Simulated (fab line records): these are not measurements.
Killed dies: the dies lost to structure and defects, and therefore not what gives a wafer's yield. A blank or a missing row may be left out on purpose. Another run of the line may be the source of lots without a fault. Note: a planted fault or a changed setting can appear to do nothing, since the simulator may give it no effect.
fab line records ; flow gf180mcu ; part 2 of 2: steps 24 to 33 of 33
record lots=5; wafers=15; lastDay=34
route steps=602 shown HV_LDD@223 NSD@235 PSD@248
lots untouched by any fault: they come from a run of this same line in which no faults occurred
startH: hours from the record's first day to the start of the lot's first wafer shown ; waitH: how many hours have passed since the lot's step before this one ; " the same as in the row above ; L1.1+2: one row covering several wafers at once ; - value missing, or start not given ; * or withheld: withheld ; < > ~ a bound
route shown NAME@n: NAME is a module with steps in the file, n the number in the route of the first one ; usual: mean/standard deviation taken from wafers without a fault ; same: alike in all rows ; chamber/n: place in a boat ; sites: per-site readings ; _std_site: the values' standard deviation ; _edge_site: the outer-site mean with the inner-site mean subtracted ; radiusMm: for every site, how far away it sits from the centre of the wafer ; mask NAME#n: copy n ; behind: the most recent tool/chamber to have shaped the wafer ; hold: what put the lot on hold/how long, in hours/how the hold closed ; device: transistor that didn't switch, given as n, p or np ; end of line: at the end of the route, the tests of the same wafers ; step lacking rows: just its recipe ; killed: dies lost to structure and defects at the first sort, not the wafer's yield ; map: a wafer's dies, marking killed ones x, the rest . and places with no die _
set.NAME: the setting as run; set.NAME@STEP: as run at that earlier step ; model.NAME: the simulator's own value behind a step, which no gauge read
lots seen at some steps along the route; tables by step, rows by wafer
services: a tool's chamber out of use, with start hour (startH, from the record's first day; less than 0 if before it), hours out, and reason
## steps
# step GF_NSD_TW_MEAS_12
# usual NSD_TW=4251/53
lot.wafer;tool;chamber;startH;waitH;NSD_TW
L080.1;filmMetro-04;-;338.54;0.1;4315
L080.3;filmMetro-04;-;338.54;0.1;4307
L080.4;filmMetro-04;-;338.54;0.1;4285
L084.1;filmMetro-04;-;374.02;0.1;4285
L084.5;filmMetro-04;-;374.02;0.1;4265
L084.6;filmMetro-04;-;374.02;0.1;4274
L088.2;filmMetro-04;-;412.85;0.1;4287
L088.4;filmMetro-04;-;412.85;0.1;4296
L088.6;filmMetro-04;-;412.85;0.1;4286
L089.2;filmMetro-03;-;426.08;0.1;4173
L089.5;filmMetro-03;-;426.08;0.1;4187
L089.6;filmMetro-03;-;426.08;0.1;4209
L094.2;filmMetro-04;-;469.68;0.1;4294
L094.3;filmMetro-04;-;469.68;0.1;4311
L094.6;filmMetro-04;-;469.68;0.1;4301
# step GF_PSD_DEHYDRATE_00
# recipe tempC=200; timeS=60
# usual chillPlateTempC=23.01/0.11
lot.wafer;tool;chamber;startH;waitH;chillPlateTempC
L080.1;lithoTrack-03;0;348.88;10.3;22.95
L080.3;lithoTrack-03;0;348.88;10.3;22.98
L080.4;lithoTrack-03;0;348.88;10.3;23.04
L084.1;lithoTrack-03;0;384.58;10.6;22.92
L084.5;lithoTrack-03;0;384.58;10.6;23.01
L084.6;lithoTrack-03;0;384.58;10.6;22.99
L088.2;lithoTrack-04;0;424.68;11.8;22.79
L088.4;lithoTrack-04;0;424.68;11.8;22.95
L088.6;lithoTrack-04;0;424.68;11.8;22.78
L089.2;lithoTrack-02;0;437.36;11.3;23.09
L089.5;lithoTrack-02;0;437.36;11.3;23.18
L089.6;lithoTrack-02;0;437.36;11.3;22.91
L094.2;lithoTrack-03;0;481.11;11.4;23.00
L094.3;lithoTrack-03;0;481.11;11.4;22.98
L094.6;lithoTrack-03;0;481.11;11.4;23.01
# step GF_PSD_HMDS_01
# recipe primeTimeS=60; primeTempC=120
# usual chillPlateTempC=22.99/0.11
lot.wafer;tool;chamber;startH;waitH;chillPlateTempC
L080.1;lithoTrack-03;0;349.03;0.1;22.94
L080.3;lithoTrack-03;0;349.03;0.1;22.98
L080.4;lithoTrack-03;0;349.03;0.1;22.80
L084.1;lithoTrack-03;0;384.73;0.1;23.03
L084.5;lithoTrack-03;0;384.73;0.1;22.89
L084.6;lithoTrack-03;0;384.73;0.1;22.93
L088.2;lithoTrack-04;0;424.83;0.1;22.63
L088.4;lithoTrack-04;0;424.83;0.1;22.77
L088.6;lithoTrack-04;0;424.83;0.1;22.95
L089.2;lithoTrack-02;0;437.51;0.1;23.05
L089.5;lithoTrack-02;0;437.51;0.1;23.00
L089.6;lithoTrack-02;0;437.51;0.1;22.95
L094.2;lithoTrack-03;0;481.26;0.1;22.85
L094.3;lithoTrack-03;0;481.26;0.1;22.99
L094.6;lithoTrack-03;0;481.26;0.1;22.82
# step GF_PSD_COAT_02
# recipe resist=NOVOLAK; spinRpm=3000; resistThkNm=1000
# usual chillPlateTempC=23.00/0.1
lot.wafer;tool;chamber;startH;waitH;chillPlateTempC
L080.1;lithoTrack-03;0;349.18;0.1;22.87
L080.3;lithoTrack-03;0;349.18;0.1;22.87
L080.4;lithoTrack-03;0;349.18;0.1;22.86
L084.1;lithoTrack-03;0;384.88;0.1;22.90
L084.5;lithoTrack-03;0;384.88;0.1;22.75
L084.6;lithoTrack-03;0;384.88;0.1;22.93
L088.2;lithoTrack-04;0;424.98;0.1;23.07
L088.4;lithoTrack-04;0;424.98;0.1;22.95
L088.6;lithoTrack-04;0;424.98;0.1;23.14
L089.2;lithoTrack-02;0;437.66;0.1;23.16
L089.5;lithoTrack-02;0;437.66;0.1;22.83
L089.6;lithoTrack-02;0;437.66;0.1;22.96
L094.2;lithoTrack-03;0;481.41;0.1;23.06
L094.3;lithoTrack-03;0;481.41;0.1;23.04
L094.6;lithoTrack-03;0;481.41;0.1;22.99
# step GF_PSD_SOFTBAKE_03
# recipe tempC=90; timeS=60; resist=NOVOLAK
# usual chillPlateTempC=22.98/0.098
lot.wafer;tool;chamber;startH;waitH;chillPlateTempC
L080.1;lithoTrack-03;0;349.33;0.1;22.85
L080.3;lithoTrack-03;0;349.33;0.1;23.00
L080.4;lithoTrack-03;0;349.33;0.1;22.90
L084.1;lithoTrack-03;0;385.03;0.1;22.88
L084.5;lithoTrack-03;0;385.03;0.1;23.10
L084.6;lithoTrack-03;0;385.03;0.1;22.96
L088.2;lithoTrack-04;0;425.13;0.1;22.87
L088.4;lithoTrack-04;0;425.13;0.1;22.92
L088.6;lithoTrack-04;0;425.13;0.1;22.89
L089.2;lithoTrack-02;0;437.81;0.1;22.97
L089.5;lithoTrack-02;0;437.81;0.1;23.05
L089.6;lithoTrack-02;0;437.81;0.1;22.91
L094.2;lithoTrack-03;0;481.56;0.1;22.87
L094.3;lithoTrack-03;0;481.56;0.1;22.97
L094.6;lithoTrack-03;0;481.56;0.1;22.86
# step GF_PSD_EXPOSE_04
# recipe maskId=Pplus; targetCdNm=400; na=0.6; sourceShape=conventional; sigmaOuter=0.6; doseMj=140
# usual stageVelMmS=499.99/0.3
lot.wafer;tool;chamber;startH;waitH;mask;stageVelMmS
L080.1;ilineStepper-02;0;-;-;Pplus#0;500.29
L080.3;ilineStepper-02;0;-;-;Pplus#0;499.52
L080.4;ilineStepper-02;0;-;-;Pplus#0;499.97
L084.1;ilineStepper-02;0;-;-;Pplus#0;500.52
L084.5;ilineStepper-02;0;-;-;Pplus#0;500.31
L084.6;ilineStepper-02;0;-;-;Pplus#0;500.33
L088.2;ilineStepper-01;0;-;-;Pplus#0;499.75
L088.4;ilineStepper-01;0;-;-;Pplus#0;500.15
L088.6;ilineStepper-01;0;-;-;Pplus#0;499.95
L089.2;ilineStepper-01;0;-;-;Pplus#0;499.68
L089.5;ilineStepper-01;0;-;-;Pplus#0;499.57
L089.6;ilineStepper-01;0;-;-;Pplus#0;499.96
L094.2;ilineStepper-02;0;-;-;Pplus#0;499.80
L094.3;ilineStepper-02;0;-;-;Pplus#0;499.50
L094.6;ilineStepper-02;0;-;-;Pplus#0;499.79
# step GF_PSD_PEB_05
# recipe tempC=withheld; timeS=*; resist=NOVOLAK
# usual chillPlateTempC=*
lot.wafer;tool;chamber;startH;waitH;chillPlateTempC
L080.1;lithoTrack-02;0;-;-;*
L080.3;lithoTrack-02;0;-;-;*
L080.4;lithoTrack-02;0;-;-;*
L084.1;lithoTrack-03;0;-;-;*
L084.5;lithoTrack-03;0;-;-;*
L084.6;lithoTrack-03;0;-;-;*
L088.2;lithoTrack-03;0;-;-;*
L088.4;lithoTrack-03;0;-;-;*
L088.6;lithoTrack-03;0;-;-;*
L089.2;lithoTrack-04;0;-;-;*
L089.5;lithoTrack-04;0;-;-;*
L089.6;lithoTrack-04;0;-;-;*
L094.2;lithoTrack-04;0;-;-;*
L094.3;lithoTrack-04;0;-;-;*
L094.6;lithoTrack-04;0;-;-;*
# step GF_PSD_DEVELOP_06
# recipe developTimeS=60; devTempC=23
# usual chillPlateTempC=23.01/0.11
lot.wafer;tool;chamber;startH;waitH;chillPlateTempC
L080.1;lithoTrack-02;0;359.49;0.1;22.96
L080.3;lithoTrack-02;0;359.49;0.1;23.09
L080.4;lithoTrack-02;0;359.49;0.1;23.13
L084.1;lithoTrack-03;0;397.03;0.1;23.06
L084.5;lithoTrack-03;0;397.03;0.1;22.94
L084.6;lithoTrack-03;0;397.03;0.1;23.06
L088.2;lithoTrack-03;0;436.81;0.1;22.93
L088.4;lithoTrack-03;0;436.81;0.1;22.93
L088.6;lithoTrack-03;0;436.81;0.1;22.98
L089.2;lithoTrack-04;0;450.53;0.1;23.01
L089.5;lithoTrack-04;0;450.53;0.1;22.99
L089.6;lithoTrack-04;0;450.53;0.1;22.87
L094.2;lithoTrack-04;0;493.33;0.1;22.92
L094.3;lithoTrack-04;0;493.33;0.1;22.75
L094.6;lithoTrack-04;0;493.33;0.1;23.00
# step GF_PSD_CD_MEAS_07
# recipe targetCdNm=400
# usual cdNm=400.3/2.6
lot.wafer;tool;chamber;startH;waitH;cdNm
L080.1;cdSem-01;-;359.64;0.1;403.6
L080.3;cdSem-01;-;359.64;0.1;401.1
L080.4;cdSem-01;-;359.64;0.1;398.6
L084.1;cdSem-02;-;397.18;0.1;399.1
L084.5;cdSem-02;-;397.18;0.1;398.6
L084.6;cdSem-02;-;397.18;0.1;398.6
L088.2;cdSem-02;-;436.95;0.1;400.2
L088.4;cdSem-02;-;436.95;0.1;397.4
L088.6;cdSem-02;-;436.95;0.1;398.9
L089.2;cdSem-01;-;450.68;0.1;399.3
L089.5;cdSem-01;-;450.68;0.1;398.9
L089.6;cdSem-01;-;450.68;0.1;401.0
L094.2;cdSem-01;-;493.48;0.1;399.7
L094.3;cdSem-01;-;493.48;0.1;400.8
L094.6;cdSem-01;-;493.48;0.1;402.3
# step GF_PSD_OVL_MEAS_08
# usual PSD_OVL=-0.5/1.1
lot.wafer;tool;chamber;startH;waitH;PSD_OVL[nm]
L080.1;overlay-02;-;359.76;0.1;-1.9
L080.3;overlay-02;-;359.76;0.1;-2.1
L080.4;overlay-02;-;359.76;0.1;-0.8
L084.1;overlay-01;-;397.30;0.1;0.9
L084.5;overlay-01;-;397.30;0.1;0.2
L084.6;overlay-01;-;397.30;0.1;0.3
L088.2;overlay-01;-;437.06;0.1;-0.5
L088.4;overlay-01;-;437.06;0.1;-0.5
L088.6;overlay-01;-;437.06;0.1;-0.3
L089.2;overlay-01;-;450.78;0.1;-2.0
L089.5;overlay-01;-;450.78;0.1;-1.6
L089.6;overlay-01;-;450.78;0.1;-1.8
L094.2;overlay-01;-;493.58;0.1;-1.7
L094.3;overlay-01;-;493.58;0.1;-0.6
L094.6;overlay-01;-;493.58;0.1;0.3
## services
tool;chamber;startH;hours;kind
ilineStepper-01;-;290.66;1.7;pm
rtpAnneal-01;-;293.75;0.6;pm
implanter-03;-;303.96;4.1;pm
wetBench-03;-;308.12;1.9;pm
implanter-04;-;308.37;3.4;repair
plasmaAsher-02;-;319.36;3.2;repair
implanter-02;-;328.12;2.3;repair
ilineStepper-02;-;336.34;1.7;pm
lpcvd-01;-;348.51;2.8;pm
rieDiel-01;2;350.89;14.1;repair
rieDiel-03;-;354.48;0.2;repair
plasmaAsher-03;-;374.87;5.4;repair
implanter-04;-;383.68;3.3;pm
implanter-03;-;390.98;0.7;repair
implanter-04;-;391.99;3.4;repair
ilineStepper-01;-;409.96;4.4;pm
implanter-02;-;415.35;15.9;repair
plasmaAsher-02;-;421.25;9.0;pm
rieDiel-03;0;435.03;4.8;repair
implanter-02;-;439.32;3.4;pm
rieDiel-03;-;445.19;4.5;repair
ilineStepper-02;-;459.26;10.6;repair
implanter-02;-;469.62;1.1;repair
implanter-03;-;469.69;4.1;pm
